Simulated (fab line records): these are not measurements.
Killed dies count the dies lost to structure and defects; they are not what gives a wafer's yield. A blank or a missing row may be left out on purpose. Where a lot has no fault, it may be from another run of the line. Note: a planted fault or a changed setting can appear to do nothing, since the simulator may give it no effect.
Which tool was responsible? | flow sky130 | Sampling: 11 lots, 30 wafers, 5 of 708 route steps

## WHAT EACH GAUGE READ, for each wafer
SKY_SD_N_RS_MEAS_16: measurement is done with a four-point probe. Usual: SD_N_RS 68.55 ohm/sq, standard deviation 0.11.
lot  | measured     | on           | SD_N_RS (ohm/sq)  | flag
L657 | day 27 20:58 | filmMetro-02 | 68.39 68.50 68.59 | 
L660 | day 29 08:20 | filmMetro-01 | 68.57 68.55 68.48 | 
L662 | day 29 19:44 | filmMetro-02 | 68.48 68.47 68.61 | 
L663 | day 30 05:50 | filmMetro-02 | 68.54 68.53 68.71 | 
L667 | day 31 11:02 | filmMetro-02 | 68.48 68.44 68.45 | 
L669 | day 32 00:53 | filmMetro-02 | 68.43 68.54 68.38 | 
L670 | day 32 06:35 | filmMetro-02 | 68.63 68.64 68.69 | 
L671 | day 32 21:49 | filmMetro-02 | 68.61 68.49 68.49 | 
L672 | day 33 03:36 | filmMetro-01 | 68.69 68.70 68.75 | 
L673 | day 33 14:05 | filmMetro-01 | 67.50 67.51       | OFF
L675 | day 33 17:50 | filmMetro-01 | 67.62             | OFF

SKY_SD_N_RS_MEAS_17: measurement is done with a four-point probe. Usual: SD_P_RS 147.1 ohm/sq, standard deviation 0.33.
lot  | measured     | on           | SD_P_RS (ohm/sq)  | flag
L657 | day 27 21:05 | filmMetro-02 | 146.6 146.8 146.6 | 
L660 | day 29 08:27 | filmMetro-01 | 147.0 147.1 147.1 | 
L662 | day 29 19:52 | filmMetro-02 | 147.5 147.6 146.5 | 
L663 | day 30 05:57 | filmMetro-02 | 147.2 146.6 147.0 | 
L667 | day 31 11:10 | filmMetro-02 | 147.4 147.1 147.3 | 
L669 | day 32 01:01 | filmMetro-02 | 146.6 147.2 147.2 | 
L670 | day 32 06:43 | filmMetro-02 | 147.2 147.1 147.9 | 
L671 | day 32 21:56 | filmMetro-02 | 147.1 147.1 147.0 | 
L672 | day 33 03:43 | filmMetro-01 | 147.0 147.4 147.2 | 
L673 | day 33 14:12 | filmMetro-01 | 141.2 141.3       | OFF
L675 | day 33 17:57 | filmMetro-01 | 141.5             | OFF

## WHICH TOOL RAN EACH LOT (tool, then ch and the chambers of the sampled wafers, then the start)
lot  | SKY_LDD_LDN_STRIP_12                | SKY_SPACER_ETCHBACK_02            | SKY_SD_N_RTA_14
L657 | plasmaAsher-02 ch 0,1, day 22 19:52 | rieDiel-01 ch 1,2,3, day 22 21:23 | rtpAnneal-02 ch 0, day 27 20:47
L660 | plasmaAsher-02 ch 0,1, day 24 05:58 | rieDiel-01 ch 0,3, day 24 11:41   | rtpAnneal-01 ch 0, day 29 08:10
L662 | plasmaAsher-01 ch 0,1, day 24 21:31 | rieDiel-03 ch 0,2,3, day 24 22:59 | rtpAnneal-01 ch 0, day 29 19:34
L663 | plasmaAsher-03 ch 0,1, day 25 07:22 | rieDiel-01 ch 1,2,3, day 25 08:50 | rtpAnneal-02 ch 0, day 30 05:39
L667 | plasmaAsher-02 ch 0,1, day 26 13:31 | rieDiel-03 ch 1,2,3, day 26 14:59 | rtpAnneal-02 ch 0, day 31 10:49
L669 | plasmaAsher-03 ch 0,1, day 27 03:31 | rieDiel-02 ch 1,3, day 27 06:05   | rtpAnneal-02 ch 0, day 32 00:43
L670 | plasmaAsher-03 ch 0,1, day 27 11:07 | rieDiel-03 ch 0,2, day 27 12:35   | rtpAnneal-01 ch 0, day 32 06:25
L671 | plasmaAsher-03 ch 0,1, day 28 02:49 | rieDiel-01 ch 0,1,2, day 28 04:21 | rtpAnneal-02 ch 0, day 32 21:38
L672 | plasmaAsher-02 ch 0,1, day 28 08:13 | rieDiel-01 ch 0,2,3, day 28 10:17 | rtpAnneal-01 ch 0, day 33 03:25
L673 | plasmaAsher-03 ch 0,1, day 28 20:06 | rieDiel-03 ch 0, day 28 22:17     | rtpAnneal-02 ch 0, day 33 13:53
L675 | plasmaAsher-03 ch 0, day 28 23:11   | rieDiel-02 ch 0, day 29 01:54     | rtpAnneal-02 ch 0, day 33 17:37
- SKY_LDD_LDN_STRIP_12: strips in O2/N2.
- SKY_SPACER_ETCHBACK_02: etches Si3N4 in CH3F/O2, stops on SiO2, time 46.7 s, target depth 45 nm.
- SKY_SD_N_RTA_14: time 2 s.

## AS READ BY THE TOOLS THEMSELVES (means over the sampled wafers that have a number; for cases with no such wafer, the mark the record gives instead)
SKY_LDD_LDN_STRIP_12. Usual: chamberPressureMTorr 1500.2 mTorr, standard deviation 1.3; drypumpMotorCurrentA 5.8 A, standard deviation 0.49; n2FlowSccm 300.0 sccm, standard deviation 0.88; oesProductAu 0.715 a.u., standard deviation 0.0049; stripTimeToEndpointS 14.19 s, standard deviation 0.042.
lot  | tool           | chamberPressureMTorr (mTorr) | drypumpMotorCurrentA (A) | n2FlowSccm (sccm) | oesProductAu (a.u.) | stripTimeToEndpointS (s) | flag
L657 | plasmaAsher-02 | 1501.1                       | 6.1                      | 299.8             | 0.716               | 14.14                    | 
L660 | plasmaAsher-02 | 1500.7                       | 6.1                      | 299.5             | 0.717               | 14.19                    | 
L662 | plasmaAsher-01 | 1500.7                       | 5.6                      | 299.6             | 0.717               | 14.23                    | 
L663 | plasmaAsher-03 | 1499.3                       | 6.0                      | 300.6             | 0.715               | 14.28                    | 
L667 | plasmaAsher-02 | 1500.2                       | 5.6                      | 300.2             | 0.714               | 14.24                    | 
L669 | plasmaAsher-03 | 1499.8                       | 6.0                      | 300.4             | 0.711               | 14.18                    | 
L670 | plasmaAsher-03 | 1501.0                       | 5.9                      | 300.3             | 0.715               | 14.23                    | 
L671 | plasmaAsher-03 | 1499.5                       | 5.9                      | 299.8             | 0.721               | 14.15                    | 
L672 | plasmaAsher-02 | 1499.4                       | 5.6                      | 300.0             | 0.716               | 14.26                    | 
L673 | plasmaAsher-03 | 1499.0                       | 6.0                      | 299.2             | 0.717               | 14.17                    | 
L675 | plasmaAsher-03 | 1498.9                       | 6.2                      | 300.2             | 0.716               | 14.18                    | 

SKY_SPACER_ETCHBACK_02. Usual: chamberPressureMTorr 25.000 mTorr, standard deviation 0.019; drypumpMotorCurrentA 5.7 A, standard deviation 0.35; oesProductAu 0.852 a.u., standard deviation 0.0055; throttleValvePct 10.563 %, standard deviation 0.0089.
lot  | tool       | chamberPressureMTorr (mTorr) | drypumpMotorCurrentA (A) | oesProductAu (a.u.) | throttleValvePct (%) | flag
L657 | rieDiel-01 | 24.995                       | 5.4                      | 0.848               | 10.572               | 
L660 | rieDiel-01 | 24.984                       | 6.0                      | 0.854               | 10.562               | 
L662 | rieDiel-03 | 25.010                       | 5.8                      | 0.855               | 10.564               | 
L663 | rieDiel-01 | 24.980                       | 5.4                      | 0.852               | 10.569               | 
L667 | rieDiel-03 | 24.993                       | 5.4                      | 0.854               | 10.566               | 
L669 | rieDiel-02 | 25.019                       | 5.6                      | 0.860               | 10.561               | 
L670 | rieDiel-03 | 24.999                       | 5.9                      | 0.853               | 10.566               | 
L671 | rieDiel-01 | 24.993                       | 5.4                      | 0.852               | 10.556               | 
L672 | rieDiel-01 | 24.992                       | 5.7                      | 0.846               | 10.564               | 
L673 | rieDiel-03 | 25.002                       | 5.9                      | 0.855               | 10.561               | 
L675 | rieDiel-02 | 24.998                       | 6.1                      | 0.852               | 10.568               | 

SKY_SD_N_RTA_14. Usual: lampPowerPct 15.74 %, standard deviation 0.052; rampUpCPerS 150.00, standard deviation 0.028; wafer_temp_C_max 1078.1, standard deviation 1.5.
lot  | tool         | lampPowerPct (%) | rampUpCPerS | wafer_temp_C_max | flag
L657 | rtpAnneal-02 | 15.74            | 150.00      | 1078.3           | 
L660 | rtpAnneal-01 | 15.75            | 150.01      | 1078.6           | 
L662 | rtpAnneal-01 | 15.73            | 150.01      | 1077.2           | 
L663 | rtpAnneal-02 | 15.73            | 150.02      | 1078.5           | 
L667 | rtpAnneal-02 | 15.71            | 149.99      | 1077.6           | 
L669 | rtpAnneal-02 | 15.76            | 150.01      | 1077.8           | 
L670 | rtpAnneal-01 | 15.74            | 150.00      | 1079.0           | 
L671 | rtpAnneal-02 | 15.71            | 150.01      | 1078.4           | 
L672 | rtpAnneal-01 | 15.73            | 149.98      | 1078.5           | 
L673 | rtpAnneal-02 | 15.85            | 150.03      | 1085.6           | OFF
L675 | rtpAnneal-02 | 15.80            | 149.98      | 1084.5           | OFF

## THE ANSWER, worked out from the rows above alone
Rule: lot off if the mean of its wafers having a number is beyond 3 standard deviations from the usual mean. Also off: a lot with no number at a reading for which 4 or more lots have one. The other lots that the step has rows for count as sound. The gauges are gone through in route order, then the tools' own readings, and for those a lot's mean is taken as printed above. At the first step where some lot is off, the reading lying furthest off is the one used; lots without a number count as furthest.
Off: L673, L675, at SKY_SD_N_RS_MEAS_16 (SD_N_RS).
A tool fits if, at a process step before that reading, it ran every lot that is off, and no sound lot after the first of them. Not tried: the gauges at SKY_SD_N_RS_MEAS_16; whatever is off there is also off at SKY_SD_N_RTA_14, on other tools, and gauge error can't account for it. This does not decide it: 2 tools fit, namely plasmaAsher-03 at SKY_LDD_LDN_STRIP_12 and rtpAnneal-02 at SKY_SD_N_RTA_14.

## WHAT WAS PUT IN BY THE SIMULATOR
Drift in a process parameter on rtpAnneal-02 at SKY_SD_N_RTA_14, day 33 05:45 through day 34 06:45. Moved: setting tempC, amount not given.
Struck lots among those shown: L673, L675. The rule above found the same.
